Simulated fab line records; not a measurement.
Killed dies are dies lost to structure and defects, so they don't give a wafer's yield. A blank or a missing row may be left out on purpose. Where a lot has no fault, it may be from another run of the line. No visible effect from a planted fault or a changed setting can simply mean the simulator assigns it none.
What tool caused it? + flow gf180mcu + 72 wafers from 24 lots sampled at 6 of the route's 602 steps

## WHAT THE GAUGES READ, wafer by wafer
GF_CONTACT_THK_MEAS_26: measures by xrf. Usual: CONTACT_W_THK typically reads 299 nm, with standard deviation 4.3.
| lot  | measured     | on            | CONTACT_W_THK (nm) | flag |
|------|--------------|---------------|--------------------|------|
| L074 | day 16 02:49 | film metro-01 | 297 296 298        |      |
| L075 | day 16 07:24 | film metro-01 | 300 295 297        |      |
| L076 | day 16 18:03 | film metro-02 | 297 296 295        |      |
| L077 | day 17 08:52 | film metro-01 | 292 295 294        |      |
| L078 | day 17 13:41 | film metro-04 | 288 292 290        |      |
| L079 | day 17 23:29 | film metro-01 | 295 293 295        |      |
| L080 | day 18 12:14 | film metro-02 | 303 302 303        |      |
| L081 | day 18 14:35 | film metro-02 | 299 296 293        |      |
| L082 | day 19 05:36 | film metro-02 | 301 300 300        |      |
| L083 | day 19 13:11 | film metro-04 | 302 296 301        |      |
| L084 | day 19 20:41 | film metro-02 | 302 301 301        |      |
| L085 | day 20 06:45 | film metro-04 | 297 297 301        |      |
| L086 | day 20 18:53 | film metro-01 | 303 304 302        |      |
| L087 | day 20 22:12 | film metro-04 | 300 303 302        |      |
| L088 | day 21 03:11 | film metro-02 | 299 301 301        |      |
| L089 | day 21 17:45 | film metro-04 | 306 306 308        |      |
| L090 | day 22 01:56 | film metro-01 | 296 302 299        |      |
| L091 | day 22 07:23 | film metro-01 | 297 300 301        |      |
| L092 | day 22 13:25 | film metro-04 | 301 302 303        |      |
| L093 | day 22 22:29 | film metro-04 | 303 301 302        |      |
| L094 | day 23 14:23 | film metro-01 | 299 294 298        |      |
| L095 | day 23 14:26 | film metro-04 | 299 304 305        |      |
| L096 | day 23 22:59 | film metro-02 | 302 304 304        |      |
| L097 | day 24 02:41 | film metro-01 | 295 295 298        |      |

GF_V3_OVL_MEAS_15. Usual: V3_OVL typically reads -4 nm, with standard deviation 5.1.
| lot  | measured     | on         | V3_OVL (nm) | flag |
|------|--------------|------------|-------------|------|
| L074 | day 22 07:10 | overlay-01 | -2 -2 -6    |      |
| L075 | day 22 12:40 | overlay-01 | -8 -7 5     |      |
| L076 | day 23 00:23 | overlay-01 | -8 -5 -6    |      |
| L077 | day 23 15:37 | overlay-01 | -2 -3 -4    |      |
| L078 | day 23 21:08 | overlay-01 | -12 -14 -8  |      |
| L079 | day 24 04:25 | overlay-02 | -7 0 2      |      |
| L080 | day 24 18:23 | overlay-01 | -2 1 -1     |      |
| L081 | day 24 19:07 | overlay-02 | -5 -11 -7   |      |
| L082 | day 25 10:35 | overlay-02 | 0 4 3       |      |
| L083 | day 25 16:35 | overlay-02 | -6 -1 -7    |      |
| L084 | day 25 21:56 | overlay-01 | -5 -8 -2    |      |
| L085 | day 26 07:14 | overlay-01 | -1 -6 3     |      |
| L086 | day 26 19:58 | overlay-01 | -4 -6 -12   |      |
| L087 | day 26 21:34 | overlay-02 | -3 -4 1     |      |
| L088 | day 27 01:17 | overlay-01 | -7 -5 -5    |      |
| L089 | day 27 14:01 | overlay-01 | -3 -2 -3    |      |
| L090 | day 27 20:16 | overlay-01 | -6 -15 -13  |      |
| L091 | day 28 00:52 | overlay-02 | -15 -3 -7   |      |
| L092 | day 28 04:32 | overlay-02 | -8 -9 1     |      |
| L093 | day 28 15:46 | overlay-01 | -15 -15 -14 |      |
| L094 | day 29 02:26 | overlay-01 | -4 -6 -1    |      |
| L095 | day 29 03:44 | overlay-02 | 2 -10 1     |      |
| L096 | day 29 12:33 | overlay-01 | 0 -4 3      |      |
| L097 | day 29 13:53 | overlay-02 | 0 -5 8      |      |

## WHAT TOOL EACH LOT RAN ON (gives the tool, then ch and the chambers of the sampled wafers, and finally the start)
| lot  | GF_M2_SPUTTER_04             | GF_V2_CMP_04                  | GF_M3_SPUTTER_02             | GF_M3_SPUTTER_04             |
|------|------------------------------|-------------------------------|------------------------------|------------------------------|
| L074 | pvd sputter-04, day 18 03:34 | cmp-01 ch 0,3, day 19 04:35   | pvd sputter-02, day 20 06:50 | pvd sputter-02, day 20 06:53 |
| L075 | pvd sputter-04, day 18 08:44 | cmp-02 ch 0,2, day 19 09:33   | pvd sputter-01, day 20 12:05 | pvd sputter-01, day 20 12:08 |
| L076 | pvd sputter-04, day 18 20:30 | cmp-02 ch 2,3, day 19 21:59   | pvd sputter-01, day 21 00:11 | pvd sputter-01, day 21 00:14 |
| L077 | pvd sputter-03, day 19 12:21 | cmp-02 ch 2,3, day 20 13:32   | pvd sputter-04, day 21 16:02 | pvd sputter-04, day 21 16:05 |
| L078 | pvd sputter-02, day 19 17:38 | cmp-02 ch 1,2,3, day 20 19:23 | pvd sputter-04, day 21 21:17 | pvd sputter-04, day 21 21:20 |
| L079 | pvd sputter-04, day 20 02:49 | cmp-02 ch 0,2,3, day 21 03:50 | pvd sputter-02, day 22 04:53 | pvd sputter-02, day 22 04:56 |
| L080 | pvd sputter-04, day 20 16:29 | cmp-01 ch 0,1,2, day 21 17:03 | pvd sputter-02, day 22 18:38 | pvd sputter-02, day 22 18:41 |
| L081 | pvd sputter-02, day 20 19:22 | cmp-01 ch 0,3, day 21 20:16   | pvd sputter-01, day 22 20:52 | pvd sputter-01, day 22 20:55 |
| L082 | pvd sputter-04, day 21 10:17 | cmp-01 ch 0,2,3, day 22 11:35 | pvd sputter-02, day 23 12:47 | pvd sputter-02, day 23 12:50 |
| L083 | pvd sputter-04, day 21 17:23 | cmp-01 ch 0,2,3, day 22 18:33 | pvd sputter-04, day 23 19:29 | pvd sputter-04, day 23 19:32 |
| L084 | pvd sputter-03, day 22 00:45 | cmp-02 ch 0,1,2, day 23 01:13 | pvd sputter-04, day 24 01:00 | pvd sputter-04, day 24 01:04 |
| L085 | pvd sputter-03, day 22 09:43 | cmp-02 ch 0,2, day 23 09:44   | pvd sputter-02, day 24 11:07 | pvd sputter-02, day 24 11:10 |
| L086 | pvd sputter-03, day 22 21:59 | cmp-01 ch 0,3, day 23 21:09   | pvd sputter-01, day 24 20:58 | pvd sputter-01, day 24 21:01 |
| L087 | pvd sputter-04, day 23 01:08 | cmp-01 ch 0,2,3, day 24 00:15 | pvd sputter-02, day 24 23:59 | pvd sputter-02, day 25 00:02 |
| L088 | pvd sputter-03, day 23 04:57 | cmp-02 ch 0,1,2, day 24 04:55 | pvd sputter-01, day 25 05:08 | pvd sputter-01, day 25 05:11 |
| L089 | pvd sputter-04, day 23 20:34 | cmp-02 ch 0,1,3, day 24 19:44 | pvd sputter-02, day 25 19:05 | pvd sputter-02, day 25 19:08 |
| L090 | pvd sputter-04, day 24 02:50 | cmp-01 ch 0,2,3, day 25 01:35 | pvd sputter-04, day 26 01:29 | pvd sputter-04, day 26 01:32 |
| L091 | pvd sputter-02, day 24 08:39 | cmp-02 ch 0,2,3, day 25 07:10 | pvd sputter-01, day 26 06:14 | pvd sputter-01, day 26 06:17 |
| L092 | pvd sputter-03, day 24 14:32 | cmp-02 ch 0,1, day 25 13:16   | pvd sputter-04, day 26 10:47 | pvd sputter-04, day 26 10:50 |
| L093 | pvd sputter-03, day 24 22:45 | cmp-01 ch 0,1,3, day 26 00:10 | pvd sputter-01, day 26 22:47 | pvd sputter-01, day 26 22:50 |
| L094 | pvd sputter-02, day 25 14:51 | cmp-02 ch 2,3, day 26 12:08   | pvd sputter-04, day 27 09:44 | pvd sputter-04, day 27 09:47 |
| L095 | pvd sputter-03, day 25 15:05 | cmp-02 ch 1,2,3, day 26 13:01 | pvd sputter-02, day 27 10:59 | pvd sputter-02, day 27 11:02 |
| L096 | pvd sputter-04, day 26 00:42 | cmp-01 ch 0,1, day 26 22:07   | pvd sputter-01, day 27 20:26 | pvd sputter-01, day 27 20:29 |
| L097 | pvd sputter-03, day 26 01:50 | cmp-01 ch 1,2,3, day 27 00:56 | pvd sputter-01, day 27 23:03 | pvd sputter-01, day 27 23:07 |
- GF_M2_SPUTTER_04: material TiN, target thk 50 nm, time 41.7 s.
- GF_V2_CMP_04: polishes SiO2.
- GF_M3_SPUTTER_02: material AlCu, target thk 450 nm, time 23.9 s.
- GF_M3_SPUTTER_04: material TiN, target thk 50 nm, time 41.7 s.

## WHAT THE TOOLS THEMSELVES READ (means of the sampled wafers that have a number; where no wafer has one, the mark that the record gives instead)
GF_M2_SPUTTER_04. Usual: throttle valve pct 30.0 %, standard deviation 1.
| lot  | tool           | throttle valve pct (%) | flag |
|------|----------------|------------------------|------|
| L074 | pvd sputter-04 | 29.4                   |      |
| L075 | pvd sputter-04 | 30.2                   |      |
| L076 | pvd sputter-04 | 29.9                   |      |
| L077 | pvd sputter-03 | 30.5                   |      |
| L078 | pvd sputter-02 | 30.0                   |      |
| L079 | pvd sputter-04 | 30.3                   |      |
| L080 | pvd sputter-04 | 30.2                   |      |
| L081 | pvd sputter-02 | 30.7                   |      |
| L082 | pvd sputter-04 | 29.7                   |      |
| L083 | pvd sputter-04 | 30.1                   |      |
| L084 | pvd sputter-03 | 30.4                   |      |
| L085 | pvd sputter-03 | 28.8                   |      |
| L086 | pvd sputter-03 | 31.2                   |      |
| L087 | pvd sputter-04 | 30.3                   |      |
| L088 | pvd sputter-03 | 30.7                   |      |
| L089 | pvd sputter-04 | 30.0                   |      |
| L090 | pvd sputter-04 | 30.7                   |      |
| L091 | pvd sputter-02 | 30.1                   |      |
| L092 | pvd sputter-03 | 30.5                   |      |
| L093 | pvd sputter-03 | 31.4                   |      |
| L094 | pvd sputter-02 | 29.9                   |      |
| L095 | pvd sputter-03 | 29.4                   |      |
| L096 | pvd sputter-04 | 30.4                   |      |
| L097 | pvd sputter-03 | 28.6                   |      |

GF_V2_CMP_04. Usual: motor current A 12.0 A, standard deviation 0.98; retaining ring pressure frac 1.000, standard deviation 0.0051; time to endpoint s 81 s, standard deviation 5.7.
| lot  | tool   | motor current A (A) | retaining ring pressure frac | time to endpoint s (s) | flag |
|------|--------|---------------------|------------------------------|------------------------|------|
| L074 | cmp-01 | 11.2                | 1.003                        | 90                     |      |
| L075 | cmp-02 | 12.6                | 0.997                        | 80                     |      |
| L076 | cmp-02 | 11.8                | 0.996                        | 74                     |      |
| L077 | cmp-02 | 12.6                | 1.002                        | 77                     |      |
| L078 | cmp-02 | 11.8                | 0.996                        | 73                     |      |
| L079 | cmp-02 | 12.5                | 0.997                        | 78                     |      |
| L080 | cmp-01 | 11.8                | 1.000                        | 85                     |      |
| L081 | cmp-01 | 11.2                | 1.000                        | 83                     |      |
| L082 | cmp-01 | 12.3                | 1.007                        | 83                     |      |
| L083 | cmp-01 | 12.3                | 1.001                        | 89                     |      |
| L084 | cmp-02 | 12.6                | 1.002                        | 76                     |      |
| L085 | cmp-02 | 12.7                | 1.002                        | 81                     |      |
| L086 | cmp-01 | 11.9                | 1.001                        | 83                     |      |
| L087 | cmp-01 | 12.0                | 1.002                        | 85                     |      |
| L088 | cmp-02 | 12.2                | 0.996                        | 77                     |      |
| L089 | cmp-02 | 11.8                | 1.001                        | 77                     |      |
| L090 | cmp-01 | 12.3                | 1.001                        | 81                     |      |
| L091 | cmp-02 | 12.1                | 1.004                        | 79                     |      |
| L092 | cmp-02 | 12.2                | 1.000                        | 85                     |      |
| L093 | cmp-01 | 11.2                | 0.997                        | 82                     |      |
| L094 | cmp-02 | 12.0                | 1.001                        | 81                     |      |
| L095 | cmp-02 | 12.3                | 0.999                        | 80                     |      |
| L096 | cmp-01 | 11.6                | 0.999                        | 84                     |      |
| L097 | cmp-01 | 12.0                | 1.003                        | 83                     |      |

GF_M3_SPUTTER_02. Usual: throttle valve pct 30.4 %, standard deviation 0.84.
| lot  | tool           | throttle valve pct (%) | flag |
|------|----------------|------------------------|------|
| L074 | pvd sputter-02 | 30.5                   |      |
| L075 | pvd sputter-01 | 30.7                   |      |
| L076 | pvd sputter-01 | 30.8                   |      |
| L077 | pvd sputter-04 | 30.3                   |      |
| L078 | pvd sputter-04 | 30.3                   |      |
| L079 | pvd sputter-02 | 30.1                   |      |
| L080 | pvd sputter-02 | 30.3                   |      |
| L081 | pvd sputter-01 | 30.9                   |      |
| L082 | pvd sputter-02 | 30.7                   |      |
| L083 | pvd sputter-04 | 30.1                   |      |
| L084 | pvd sputter-04 | 30.0                   |      |
| L085 | pvd sputter-02 | 30.0                   |      |
| L086 | pvd sputter-01 | 30.6                   |      |
| L087 | pvd sputter-02 | 31.3                   |      |
| L088 | pvd sputter-01 | 30.4                   |      |
| L089 | pvd sputter-02 | 31.0                   |      |
| L090 | pvd sputter-04 | 29.8                   |      |
| L091 | pvd sputter-01 | 31.2                   |      |
| L092 | pvd sputter-04 | 30.2                   |      |
| L093 | pvd sputter-01 | 30.5                   |      |
| L094 | pvd sputter-04 | 30.8                   |      |
| L095 | pvd sputter-02 | 29.7                   |      |
| L096 | pvd sputter-01 | 30.8                   |      |
| L097 | pvd sputter-01 | 31.2                   |      |

GF_M3_SPUTTER_04. Usual: throttle valve pct 30.4 %, standard deviation 0.84.
| lot  | tool           | throttle valve pct (%) | flag |
|------|----------------|------------------------|------|
| L074 | pvd sputter-02 | 30.6                   |      |
| L075 | pvd sputter-01 | 30.7                   |      |
| L076 | pvd sputter-01 | 30.7                   |      |
| L077 | pvd sputter-04 | 30.2                   |      |
| L078 | pvd sputter-04 | 30.3                   |      |
| L079 | pvd sputter-02 | 30.3                   |      |
| L080 | pvd sputter-02 | 30.5                   |      |
| L081 | pvd sputter-01 | 30.9                   |      |
| L082 | pvd sputter-02 | 30.6                   |      |
| L083 | pvd sputter-04 | 30.1                   |      |
| L084 | pvd sputter-04 | 29.9                   |      |
| L085 | pvd sputter-02 | 30.0                   |      |
| L086 | pvd sputter-01 | 30.6                   |      |
| L087 | pvd sputter-02 | 31.2                   |      |
| L088 | pvd sputter-01 | 30.5                   |      |
| L089 | pvd sputter-02 | 31.0                   |      |
| L090 | pvd sputter-04 | 30.0                   |      |
| L091 | pvd sputter-01 | 31.3                   |      |
| L092 | pvd sputter-04 | 30.3                   |      |
| L093 | pvd sputter-01 | 30.6                   |      |
| L094 | pvd sputter-04 | 30.7                   |      |
| L095 | pvd sputter-02 | 29.6                   |      |
| L096 | pvd sputter-01 | 30.9                   |      |
| L097 | pvd sputter-01 | 31.3                   |      |

## THE ANSWER, worked out from the rows above alone
Rule: a lot is off if the mean of its wafers that have a number lies more than 3 standard deviations from the usual mean. A lot without any number at a reading at which 4 lots or more have one is off too. Where the step has rows for the other lots, those lots are counted as sound. First the gauges in route order, then the tools' own readings, where a lot's mean is used as printed above. At the first step where some lot is off, the reading lying furthest off is the one used; lots without a number count as furthest.
Nothing can be told from this: no lot is off at any reading shown.

## WHAT THE SIMULATOR HAD INSERTED
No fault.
